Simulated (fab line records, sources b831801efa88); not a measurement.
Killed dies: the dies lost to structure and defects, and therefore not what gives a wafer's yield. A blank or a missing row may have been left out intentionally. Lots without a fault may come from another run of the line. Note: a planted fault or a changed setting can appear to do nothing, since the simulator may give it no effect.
Chamber matching || flow gf180mcu || cmp-01 running GF_STI_CMP_25: 4 sister chambers
The step polishes, stops on Si3N4, t overpolish 33 s, target thk 524.6 nm. 16 wafers are shown with their chamber, then 8 later ones without.

WAFERS WITH THEIR CHAMBER
{"wafer": "L810.2", "chamber": 0, "motor-current-A (A)": 11.2, "overpolish-run-s (s)": 32.998, "retaining-ring-pressure-frac": 1.005}
{"wafer": "L810.4", "chamber": 1, "motor-current-A (A)": 11.5, "overpolish-run-s (s)": 33.002, "retaining-ring-pressure-frac": 1.001}
{"wafer": "L810.5", "chamber": 3, "motor-current-A (A)": 13.0, "overpolish-run-s (s)": 33.010, "retaining-ring-pressure-frac": 0.992}
{"wafer": "L814.3", "chamber": 1, "motor-current-A (A)": 11.4, "overpolish-run-s (s)": 32.998, "retaining-ring-pressure-frac": 0.996}
{"wafer": "L814.5", "chamber": 2, "motor-current-A (A)": 13.7, "overpolish-run-s (s)": 32.977, "retaining-ring-pressure-frac": 1.002}
{"wafer": "L814.6", "chamber": 3, "motor-current-A (A)": 13.6, "overpolish-run-s (s)": 33.003, "retaining-ring-pressure-frac": 1.004}
{"wafer": "L815.1", "chamber": 2, "motor-current-A (A)": 13.4, "overpolish-run-s (s)": 32.996, "retaining-ring-pressure-frac": 0.997}
{"wafer": "L815.2", "chamber": 0, "motor-current-A (A)": 11.5, "overpolish-run-s (s)": 32.995, "retaining-ring-pressure-frac": 1.006}
{"wafer": "L815.3", "chamber": 3, "motor-current-A (A)": 13.8, "overpolish-run-s (s)": 32.994, "retaining-ring-pressure-frac": 0.999}
{"wafer": "L816.2", "chamber": 1, "motor-current-A (A)": 11.0, "overpolish-run-s (s)": 32.996, "retaining-ring-pressure-frac": 1.008}
{"wafer": "L816.4", "chamber": 3, "motor-current-A (A)": 12.7, "overpolish-run-s (s)": 32.998, "retaining-ring-pressure-frac": 1.001}
{"wafer": "L816.5", "chamber": 1, "motor-current-A (A)": 11.3, "overpolish-run-s (s)": 33.004, "retaining-ring-pressure-frac": 1.009}
{"wafer": "L817.1", "chamber": 3, "motor-current-A (A)": 13.4, "overpolish-run-s (s)": 33.009, "retaining-ring-pressure-frac": 0.999}
{"wafer": "L817.3", "chamber": 1, "motor-current-A (A)": 11.9, "overpolish-run-s (s)": 32.993, "retaining-ring-pressure-frac": 0.998}
{"wafer": "L817.6", "chamber": 2, "motor-current-A (A)": 13.4, "overpolish-run-s (s)": 33.003, "retaining-ring-pressure-frac": 1.009}
{"wafer": "L818.1", "chamber": 0, "motor-current-A (A)": 10.8, "overpolish-run-s (s)": 33.003, "retaining-ring-pressure-frac": 1.000}

SIGNATURES (averages over the wafers above)
{"reading": "motor-current-A", "chamber 0": 11.167, "chamber 1": 11.420, "chamber 2": 13.500, "chamber 3": 13.300, "scatter within a chamber": 0.358}
{"reading": "overpolish-run-s", "chamber 0": 32.99867, "chamber 1": 32.99860, "chamber 2": 32.99200, "chamber 3": 33.00280, "scatter within a chamber": 0.00744}
{"reading": "retaining-ring-pressure-frac", "chamber 0": 1.00367, "chamber 1": 1.00240, "chamber 2": 1.00267, "chamber 3": 0.99900, "scatter within a chamber": 0.00507}
Rule: distance of a wafer from a chamber = root of the sum over the readings of ((wafer's reading minus chamber's mean) / reading's scatter) squared. If the next closest chamber is less than 2 further off than the closest, the wafer can't be placed; otherwise it belongs to the closest. The scatter: the root of (the sum of the squares of (reading less its chamber's mean) over the shown wafers, divided by (wafers less chambers)).

WAFERS WHOSE CHAMBER IS MISSING
{"wafer": "L818.3", "motor-current-A (A)": 13.1, "overpolish-run-s (s)": 32.991, "retaining-ring-pressure-frac": 0.998}
{"wafer": "L818.6", "motor-current-A (A)": 13.3, "overpolish-run-s (s)": 33.015, "retaining-ring-pressure-frac": 1.002}
{"wafer": "L822.2", "motor-current-A (A)": 13.7, "overpolish-run-s (s)": 33.003, "retaining-ring-pressure-frac": 1.000}
{"wafer": "L822.4", "motor-current-A (A)": 11.0, "overpolish-run-s (s)": 33.000, "retaining-ring-pressure-frac": 1.003}
{"wafer": "L822.5", "motor-current-A (A)": 11.0, "overpolish-run-s (s)": 32.998, "retaining-ring-pressure-frac": 0.993}
{"wafer": "L823.1", "motor-current-A (A)": 11.2, "overpolish-run-s (s)": 32.995, "retaining-ring-pressure-frac": 0.991}
{"wafer": "L823.2", "motor-current-A (A)": 13.4, "overpolish-run-s (s)": 33.000, "retaining-ring-pressure-frac": 1.005}
{"wafer": "L823.6", "motor-current-A (A)": 10.7, "overpolish-run-s (s)": 33.001, "retaining-ring-pressure-frac": 0.999}

CHAMBER TAKEN BY EACH
{"wafer": "L818.3", "from the rows above": "can't be placed: 2 or 3", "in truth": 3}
{"wafer": "L818.6", "from the rows above": "can't be placed: 3 or 2", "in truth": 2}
{"wafer": "L822.2", "from the rows above": "can't be placed: 3 or 2", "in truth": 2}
{"wafer": "L822.4", "from the rows above": "can't be placed: 0 or 1", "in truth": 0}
{"wafer": "L822.5", "from the rows above": "can't be placed: 0 or 1", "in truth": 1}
{"wafer": "L823.1", "from the rows above": "can't be placed: 1 or 0", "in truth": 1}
{"wafer": "L823.2", "from the rows above": "can't be placed: 2 or 3", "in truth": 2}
{"wafer": "L823.6", "from the rows above": "can't be placed: 0 or 1", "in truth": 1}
0 of 8 placed correctly. Can't be placed from these rows: 8 (the true chamber is among the candidates in 8). 0 placed wrongly.
